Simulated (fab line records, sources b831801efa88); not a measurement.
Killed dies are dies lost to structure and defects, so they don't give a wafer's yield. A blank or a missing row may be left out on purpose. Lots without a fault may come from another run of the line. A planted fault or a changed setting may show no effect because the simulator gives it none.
fab line records | flow sky130
record lots=6 wafers=18 last_day=50
route steps=708 shown GATE_OXIDE@201 POLY_GATE@204 RES_PROTECT@206 PAD_OPEN@708
lots that met no fault: from a run of the same line without faults
start_h: hours from the record's first day to the start of the lot's first wafer shown | wait_h: hours since the lot's step before | " the same as in the row above | L1.1+2: a row that stands for several wafers | - no value, or no start given | * or withheld: withheld | < > ~ a bound
route shown NAME@n: a module of which the file shows steps, and the number in the route of the first | usual: mean/standard deviation of fault-free wafers | same: alike in all rows | chamber/n: place in a boat | sites: the reading at each site | _std_site: their standard deviation | _edge_site: outer sites' mean less inner sites' | radius_mm: how far each site lies from the wafer's centre | mask NAME#n: copy n | behind: the tool/chamber that last shaped the wafer | hold: why the lot was held/for how many hours/how that ended | device: the transistor (n, p or np) that didn't switch | end of line: the same wafers' tests at the end of the route | a step without rows: its recipe alone | killed: dies lost to structure and defects at the first sort, not the wafer's yield | map: a wafer's dies, x killed, . not, _ none there
set.NAME: the setting as run; set.NAME@STEP: as run at that earlier step | model.NAME: the simulator's own value behind a step, which no gauge read
lots at some steps of the route; a table a step, a row a wafer
services: from which hour (start_h, from the record's first day; less than 0 if before it) a tool's chamber was out of use, for how many hours, and why
## steps
# step SKY_GATE_OXIDE_TW_MEAS_14
# usual GATE_OXIDE_TW=227.4/1.4
# columns lot.wafer tool chamber start_h wait_h GATE_OXIDE_TW
L177.1 film_metro-02 - 353.57 0.1 227.0
L177.2 " - " " 226.6
L177.5 " - " " 227.8
L184.2 film_metro-04 - 407.53 0.1 224.7
L184.4 " - " " 224.8
L184.5 " - " " 225.6
L186.2 film_metro-02 - 427.58 0.1 225.6
L186.5 " - " " 226.5
L186.6 " - " " 227.2
L188.1 film_metro-01 - 439.07 0.1 229.4
L188.3 " - " " 230.7
L188.6 " - " " 229.9
L189.1 film_metro-02 - 448.76 0.1 227.9
L189.3 " - " " 227.3
L189.4 " - " " 229.1
L195.1 film_metro-01 - 502.82 0.1 228.2
L195.3 " - " " 228.9
L195.6 " - " " 229.4
# step SKY_GATE_OXIDE_CLEAN_15
# recipe chemistry=SC1/SC2 mix=1:4:20 temp_c=70 time_s=150 dry=n2_spin
# step SKY_GATE_OXIDE_OXIDATION_16
# recipe temp_c=800 ambient=O2 idle_temp_c=700 ramp_up_c_per_min=10 ramp_down_c_per_min=3 stabilise_s=600 purge_s=300 target_thk_a=35.7 ox_time_s=1915
# step SKY_POLY_GATE_CVD_00
# recipe material=poly-Si target_thk_nm=180 temp_c=620 time_s=720 pressure_mtorr=200
# step SKY_POLY_GATE_THK_MEAS_01
# recipe reads=poly-Si_of_POLY_GATE_CVD_00
# usual POLY_GATE_CVD_00_THK=178.6/1.7
# columns lot.wafer tool chamber start_h wait_h POLY_GATE_CVD_00_THK[nm]
L177.1 film_metro-02 - 357.58 0.0 176.2
L177.2 " - " " 178.0
L177.5 " - " " 177.4
L184.2 film_metro-02 - 411.33 0.0 177.4
L184.4 " - " " 178.6
L184.5 " - " " 177.4
L186.2 film_metro-02 - 430.47 0.0 179.8
L186.5 " - " " 180.7
L186.6 " - " " 181.3
L188.1 film_metro-04 - 442.56 0.0 182.1
L188.3 " - " " 180.8
L188.6 " - " " 177.9
L189.1 film_metro-03 - 451.60 0.0 178.0
L189.3 " - " " 177.3
L189.4 " - " " 178.8
L195.1 film_metro-02 - 505.67 0.0 177.9
L195.3 " - " " 177.9
L195.6 " - " " 176.7
# step SKY_RES_PROTECT_DEHYDRATE_00
# recipe temp_c=200 time_s=60
# step SKY_RES_PROTECT_HMDS_01
# recipe prime_time_s=60 prime_temp_c=120
# step SKY_RES_PROTECT_COAT_02
# recipe resist=NOVOLAK spin_rpm=3000 resist_thk_nm=1140
# step SKY_RES_PROTECT_SOFTBAKE_03
# recipe temp_c=90 time_s=60 resist=NOVOLAK
# step SKY_RES_PROTECT_EXPOSE_04
# recipe mask_id=RPM na=0.6 source_shape=conventional sigma_outer=0.6 polarization=unpolarized target_cd_nm=1270 dose_mj=131
# step SKY_RES_PROTECT_PEB_05
# recipe temp_c=withheld time_s=* resist=NOVOLAK
# step SKY_RES_PROTECT_DEVELOP_06
# recipe resist=NOVOLAK developer=TMAH develop_time_s=60 dev_temp_c=23
# step SKY_POLY_GATE_IMPLANT_02
# recipe species=P energy_kev=30 dose_cm2=7.7e+15 tilt_deg=0
# usual beam_on_s=35.5/1.9 end_station_pressure_torr=1.08e-05/7.1e-07 faraday_current_uA=12000/600
# same implant_ion_amu=31
# columns lot.wafer tool chamber start_h wait_h beam_on_s end_station_pressure_torr faraday_current_uA
L177.1 implanter-01 0 385.47 0.1 33.3 1.15e-05 12692
L177.2 " 0 " " 34.0 1.01e-05 12501
L177.5 " 0 " " 32.8 1.12e-05 12909
L184.2 implanter-03 0 441.65 0.1 36.9 1e-05 11488
L184.4 " 0 " " 38.4 1e-05 11086
L184.5 " 0 " " 37.8 1.06e-05 11228
L186.2 implanter-03 0 461.70 0.1 42.7 4.46e-05 10014
L186.5 " 0 " " 42.2 4.14e-05 10131
L186.6 " 0 " " 42.3 4.88e-05 10133
L188.1 implanter-03 0 472.97 0.1 42.9 4.59e-05 9954
L188.3 " 0 " " 42.5 5.24e-05 10101
L188.6 " 0 " " 41.7 4.75e-05 10320
L189.1 implanter-01 0 481.27 0.1 33.6 1.16e-05 12638
L189.3 " 0 " " 32.6 1.22e-05 12975
L189.4 " 0 " " 33.9 1.11e-05 12504
L195.1 implanter-04 0 535.47 0.1 35.0 1.12e-05 12131
L195.3 " 0 " " 34.3 1.15e-05 12447
L195.6 " 0 " " 34.0 1.1e-05 12474
# step SKY_RES_PROTECT_STRIP_07
# recipe chemistry=O2/N2 power_w=1400 pressure_mtorr=1500 platen_temp_c=withheld o2_flow_sccm=3000 n2_flow_sccm=300 overash_fraction=0.5
# usual drypump_motor_current_A=5.7/0.36 oes_product_au=0.518/0.0051 strip_time_to_endpoint_s=23.32/0.046
# columns lot.wafer tool chamber start_h wait_h drypump_motor_current_A oes_product_au rf_hours_counter_h strip_time_to_endpoint_s
L177.1 plasma_asher-03 1 385.62 0.1 5.8 0.518 59 23.43
L177.2 " 0 " " 4.9 0.513 59 23.42
L177.5 " 0 " " 4.9 0.522 - 23.36
L184.2 plasma_asher-02 0 441.77 0.1 5.7 0.510 33 23.31
L184.4 " 1 " " 5.8 0.521 - 23.34
L184.5 " 0 " " 5.7 0.519 - 23.31
L186.2 plasma_asher-02 0 461.82 0.1 5.7 0.508 35 23.89
L186.5 " 0 " " 5.7 0.512 - 23.87
L186.6 " 1 " " 5.8 0.506 - 23.86
L188.1 plasma_asher-03 0 473.12 0.1 4.9 0.517 68 23.82
L188.3 " 0 " " 4.9 0.513 - 23.82
L188.6 " 0 " " 4.9 0.512 - 23.81
L189.1 plasma_asher-02 0 481.42 0.1 5.7 0.533 37 23.34
L189.3 " 1 " " 5.8 0.517 - 23.28
L189.4 " 0 " " 5.7 0.514 - 23.34
L195.1 plasma_asher-01 1 535.62 0.1 5.9 0.516 81 23.28
L195.3 " 1 " " 5.9 0.509 - 23.33
L195.6 " 0 " " 5.9 0.520 - 23.33
# step SKY_RES_PROTECT_TW_MEAS_08
# usual POLY_GATE_TW=4072/40
# columns lot.wafer tool chamber start_h wait_h POLY_GATE_TW
L177.1 film_metro-01 - 385.72 0.1 4087
L177.2 " - " " 4120
L177.5 " - " " 4097
L184.2 film_metro-01 - 441.88 0.1 4151
L184.4 " - " " 4144
L184.5 " - " " 4126
L186.2 film_metro-03 - 461.93 0.1 4053
L186.5 " - " " 4051
L186.6 " - " " 4044
L188.1 film_metro-01 - 473.22 0.1 4144
L188.3 " - " " 4134
L188.6 " - " " 4117
L189.1 film_metro-01 - 481.52 0.1 4144
L189.3 " - " " 4123
L189.4 " - " " 4110
L195.1 film_metro-04 - 535.72 0.1 4073
L195.3 " - " " 4088
L195.6 " - " " 4089
# step SKY_PAD_OPEN_PROBE_99
# usual killed_at_M0_to_M3=44/7.7 killed_at_M4_up=3.2/1.7 killed_at_contacts=24/5.3 killed_at_front_end=15/4.3 killed_at_other=0.3/0.57 killed_dies=87/11 killed_open=47/7.4 killed_short=40/6.5
# same gross_dies=492 killed_at_back_side=0
# columns lot.wafer tool chamber start_h wait_h killed_at_M0_to_M3 killed_at_M4_up killed_at_contacts killed_at_front_end killed_at_other killed_dies killed_open killed_short model.etest.res_poly.line_ohm_um model.etest.licon_poly.rc_ohm model.etest.res_poly.rs_ohm_sq
L177.1 prober-02 - 1111.25 0.1 40 6 22 9 0 77 39 38 515.4 151.3 48.18
L177.2 prober-02 - 1111.30 0.1 45 4 28 11 0 88 54 34 506.4 161.6 47.76
L177.5 prober-02 - 1111.45 0.2 41 3 29 11 1 85 44 41 511.2 156.4 48.16
L184.2 prober-02 - 1145.85 0.1 35 2 25 15 0 77 45 32 526.7 157.2 48.99
L184.4 prober-02 - 1145.95 0.2 46 3 20 16 0 85 40 45 526.9 159.9 48.8
L184.5 prober-02 - 1146.00 0.2 47 4 23 17 0 91 39 52 533.4 145.9 48.65
L186.2 prober-01 - 1155.81 0.1 38 4 19 17 1 79 46 32 445.6 132.6 43.74
L186.5 prober-01 - 1155.96 0.2 44 4 22 17 2 89 46 42 462.9 134.6 43.62
L186.6 prober-01 - 1156.01 0.2 48 2 26 23 1 100 50 50 452.9 128.9 43.29
L188.1 prober-01 - 1162.68 0.1 46 3 11 17 0 77 41 36 459.3 136.5 44.28
L188.3 prober-01 - 1162.78 0.2 53 2 22 15 0 92 40 52 455.1 136.6 43.99
L188.6 prober-01 - 1162.93 0.2 57 8 26 23 0 114 50 63 454.6 131 44.26
L189.1 prober-01 - 1169.55 0.1 50 4 33 14 0 101 57 44 519.9 154.2 49.24
L189.3 prober-01 - 1169.65 0.2 53 5 18 12 1 89 46 42 525.5 146.4 48.11
L189.4 prober-01 - 1169.70 0.2 45 2 22 15 0 84 49 35 534.6 160.5 48.86
L195.1 prober-01 - 1194.14 0.1 33 4 24 17 2 80 43 36 514.1 156.2 49.83
L195.3 prober-01 - 1194.24 0.2 35 4 20 12 0 71 38 33 532.9 159 49.26
L195.6 prober-01 - 1194.39 0.2 44 1 27 12 1 85 40 44 523.8 150.3 49.06
# killed by level:class
L177.1 VIA1:geometric_particle:open=9 LI_CONTACT:geometric_particle:open=8 VIA3:geometric_particle:open=7 METAL1:geometric_particle:short=6 METAL2:geometric_particle:short=6 LOCAL_INTERCONNECT:geometric_particle:short=5 METAL4:geometric_particle:short=4 LI_CONTACT:geometric_particle:short=3
L177.2 CONTACT:geometric_particle:open=15 VIA1:geometric_particle:open=12 VIA2:geometric_particle:open=9 VIA3:geometric_particle:open=8 CONTACT:geometric_particle:short=6 METAL2:geometric_particle:short=5 FIELD_ISO:geometric_particle:short=3 POLY_GATE:geometric_particle:short=3
L177.5 CONTACT:geometric_particle:open=12 VIA2:geometric_particle:open=9 LOCAL_INTERCONNECT:geometric_particle:short=6 CONTACT:geometric_particle:short=6 VIA3:geometric_particle:open=6 LI_CONTACT:geometric_particle:open=5 VIA1:geometric_particle:short=4 VIA1:geometric_particle:open=4
L184.2 VIA1:geometric_particle:open=10 CONTACT:geometric_particle:open=9 VIA3:geometric_particle:open=6 FIELD_ISO:geometric_particle:open=5 LI_CONTACT:geometric_particle:open=5 LOCAL_INTERCONNECT:geometric_particle:short=5 CONTACT:geometric_particle:short=5 VIA2:geometric_particle:open=5
L184.4 VIA1:geometric_particle:short=8 VIA2:geometric_particle:open=8 CONTACT:geometric_particle:open=6 VIA3:geometric_particle:open=6 VIA2:geometric_particle:short=5 LOCAL_INTERCONNECT:geometric_particle:short=5 METAL1:geometric_particle:short=5 VIA1:geometric_particle:open=5
L184.5 VIA1:geometric_particle:open=12 METAL2:geometric_particle:short=9 CONTACT:geometric_particle:open=8 METAL1:geometric_particle:short=6 VIA3:geometric_particle:short=6 FIELD_ISO:geometric_particle:short=4 LI_CONTACT:geometric_particle:short=4 LOCAL_INTERCONNECT:geometric_particle:short=4
L186.2 CONTACT:geometric_particle:open=11 VIA1:geometric_particle:open=8 POLY_GATE:geometric_particle:open=7 METAL2:geometric_particle:short=7 VIA3:geometric_particle:open=5 FIELD_ISO:geometric_particle:open=4 METAL1:geometric_particle:short=4 VIA2:geometric_particle:open=4
L186.5 VIA1:geometric_particle:open=12 LI_CONTACT:geometric_particle:open=8 VIA3:geometric_particle:open=6 CONTACT:geometric_particle:open=6 FIELD_ISO:geometric_particle:short=5 FIELD_ISO:geometric_particle:open=4 POLY_GATE:geometric_particle:open=4 VIA2:geometric_particle:short=4
L186.6 VIA1:geometric_particle:open=15 CONTACT:geometric_particle:open=8 VIA1:geometric_particle:short=8 FIELD_ISO:geometric_particle:short=6 CONTACT:geometric_particle:short=5 POLY_GATE:geometric_particle:short=5 LI_CONTACT:geometric_particle:short=5 METAL1:geometric_particle:short=5
L188.1 VIA1:geometric_particle:open=12 VIA1:geometric_particle:short=8 CONTACT:geometric_particle:open=7 METAL2:geometric_particle:short=6 VIA2:geometric_particle:open=5 METAL1:geometric_particle:short=5 POLY_GATE:geometric_particle:open=4 POLY_GATE:geometric_particle:short=4
L188.3 METAL2:geometric_particle:short=11 VIA3:geometric_particle:open=11 CONTACT:geometric_particle:open=9 VIA1:geometric_particle:short=7 LI_CONTACT:geometric_particle:open=6 VIA1:geometric_particle:open=6 VIA3:geometric_particle:short=5 POLY_GATE:geometric_particle:short=4
L188.6 METAL1:geometric_particle:short=12 LI_CONTACT:geometric_particle:open=10 VIA1:geometric_particle:open=10 METAL2:geometric_particle:short=8 FIELD_ISO:geometric_particle:short=6 METAL4:geometric_particle:short=6 FIELD_ISO:geometric_particle:open=5 LOCAL_INTERCONNECT:geometric_particle:short=5
L189.1 VIA1:geometric_particle:open=15 LI_CONTACT:geometric_particle:open=12 CONTACT:geometric_particle:open=10 METAL1:geometric_particle:short=9 VIA2:geometric_particle:open=6 FIELD_ISO:geometric_particle:short=4 POLY_GATE:geometric_particle:open=4 VIA1:geometric_particle:short=4
L189.3 VIA1:geometric_particle:open=15 CONTACT:geometric_particle:short=8 VIA2:geometric_particle:open=7 VIA3:geometric_particle:open=6 METAL1:geometric_particle:short=6 LI_CONTACT:geometric_particle:open=5 METAL2:geometric_particle:short=5 FIELD_ISO:geometric_particle:short=4
L189.4 LI_CONTACT:geometric_particle:open=12 VIA1:geometric_particle:open=11 VIA2:geometric_particle:open=6 CONTACT:geometric_particle:open=5 METAL2:geometric_particle:short=5 FIELD_ISO:geometric_particle:short=4 FIELD_ISO:geometric_particle:open=4 VIA3:geometric_particle:short=4
L195.1 CONTACT:geometric_particle:open=8 LOCAL_INTERCONNECT:geometric_particle:short=7 VIA3:geometric_particle:open=6 VIA1:geometric_particle:open=5 VIA1:geometric_particle:short=5 VIA2:geometric_particle:open=5 FIELD_ISO:geometric_particle:open=4 LI_CONTACT:geometric_particle:open=4
L195.3 VIA3:geometric_particle:open=9 CONTACT:geometric_particle:open=7 CONTACT:geometric_particle:short=5 METAL2:geometric_particle:short=5 VIA1:geometric_particle:open=5 LI_CONTACT:geometric_particle:open=4 VIA3:geometric_particle:short=4 FIELD_ISO:geometric_particle:short=3
L195.6 VIA1:geometric_particle:short=9 LI_CONTACT:geometric_particle:open=8 VIA1:geometric_particle:open=8 CONTACT:geometric_particle:short=7 VIA3:geometric_particle:open=6 POLY_GATE:geometric_particle:short=5 CONTACT:geometric_particle:open=5 POLY_GATE:geometric_particle:open=4
## services
# columns tool chamber start_h hours kind
implanter-04 - 362.69 8.8 repair
implanter-01 - 366.80 5.9 pm
implanter-03 - 375.64 0.8 repair
implanter-03 - 383.86 6.3 pm
implanter-04 - 394.14 1.7 repair
implanter-04 - 395.62 8.4 repair
implanter-01 - 402.23 2.1 repair
plasma_asher-03 - 418.12 2.8 pm
implanter-01 - 423.32 34.8 repair
implanter-03 - 423.91 2.5 repair
plasma_asher-01 - 445.00 2.0 repair
implanter-01 - 460.98 3.9 repair
implanter-04 - 468.29 1.6 repair
implanter-03 - 475.98 3.4 repair
implanter-01 - 490.55 1.2 repair
plasma_asher-03 - 494.48 44.3 pm
## key
first_sign step=SKY_POLY_GATE_IMPLANT_02 reading=end_station_pressure_torr direction=up sigmas=50 usual=1.08e-05 struck=4.68e-05
effect step=SKY_POLY_GATE_IMPLANT_02 reading=beam_on_s direction=up sigmas=3.8 usual=35.5 struck=42.4
effect step=SKY_RES_PROTECT_STRIP_07 reading=strip_time_to_endpoint_s direction=up sigmas=11 usual=* struck=*
model_effect step=SKY_PAD_OPEN_PROBE_99 value=etest.res_poly.line_ohm_um without=493.3 struck=455.1
met_at SKY_POLY_GATE_IMPLANT_02
struck_wafers L186.2,L186.5,L186.6,L188.1,L188.3,L188.6
tester_left_out L186,L188
onset_between 441.65 461.70
fault kind=process_parameter_drift tool=implanter-03 chamber=- onset_h=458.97 steps=SKY_POLY_GATE_IMPLANT_02 channel=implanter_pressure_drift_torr offset=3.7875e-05 shape=step end_h=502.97
fault kind=process_parameter_drift tool=implanter-03 chamber=- onset_h=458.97 steps=SKY_POLY_GATE_IMPLANT_02 channel=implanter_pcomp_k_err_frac offset=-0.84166 shape=step end_h=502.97
# tester_left_out: of these lots the tester's yield and bins aren't shown, on N5 and GAA mostly nor the transistor test; their killed dies are dies lost to structure and defects alone, not to doping, threshold or leakage, so they don't give the yield
